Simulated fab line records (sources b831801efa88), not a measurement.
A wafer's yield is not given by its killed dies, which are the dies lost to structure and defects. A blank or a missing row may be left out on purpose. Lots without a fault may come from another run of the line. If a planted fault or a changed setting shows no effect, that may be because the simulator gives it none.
Chamber matching ; flow gf180mcu ; GF_V2_CMP_04 on cmp-02 has 4 sister chambers
The step polishes SiO2. 16 wafers are shown with their chamber, then 8 later ones without.

== WAFERS WITH THEIR CHAMBER ==
wafer;chamber;motor_current_A (A);time_to_endpoint_s (s)
L971.3;0;11.2;84
L971.5;3;10.0;94
L971.6;2;12.9;93
L975.1;3;10.8;86
L975.2;0;11.9;81
L975.6;2;12.2;83
L977.1;3;10.3;92
L977.4;2;12.5;93
L977.6;1;13.7;90
L981.1;0;11.5;84
L981.3;3;11.1;92
L981.6;0;12.0;88
L982.1;0;11.2;85
L982.5;3;11.1;97
L982.6;0;11.0;86
L983.2;2;13.1;77

SIGNATURES (averages over the wafers above)
reading;chamber 0;chamber 1;chamber 2;chamber 3;scatter within a chamber
motor_current_A;11.467;13.700;12.675;10.660;0.437
time_to_endpoint_s;84.67;90.00;86.50;92.20;4.82
Rule: for a wafer and a chamber, the distance is found by dividing, reading by reading, the gap between the wafer's reading and the chamber's mean by the reading's scatter, squaring, summing and taking the root. If the next closest chamber is less than 2 further off than the closest, the wafer can't be placed; otherwise it belongs to the closest. How the scatter is found: for the shown wafers, subtract from each reading the mean of its chamber, square and add these, divide the total by (wafers less chambers), then take the root.

== WAFERS WITH NO CHAMBER GIVEN ==
wafer;motor_current_A (A);time_to_endpoint_s (s)
L983.3;12.2;72
L983.4;13.8;82
L989.1;12.0;81
L989.5;12.4;79
L989.6;10.8;90
L990.1;10.8;84
L990.3;11.5;77
L990.4;14.4;85

== WHICH CHAMBER EACH ONE RAN IN ==
wafer;from the rows above;in truth
L983.3;can't be placed: 0 or 2 or 1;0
L983.4;can't be placed: 1 or 2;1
L989.1;can't be placed: 0 or 2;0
L989.5;can't be placed: 2 or 0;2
L989.6;can't be placed: 3 or 0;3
L990.1;can't be placed: 0 or 3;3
L990.3;can't be placed: 0 or 2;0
L990.4;1;1
Placed correctly: 1 of 8. Cannot be placed on the basis of these rows: 7; the candidates contain the true chamber in 7. 0 placed wrongly.
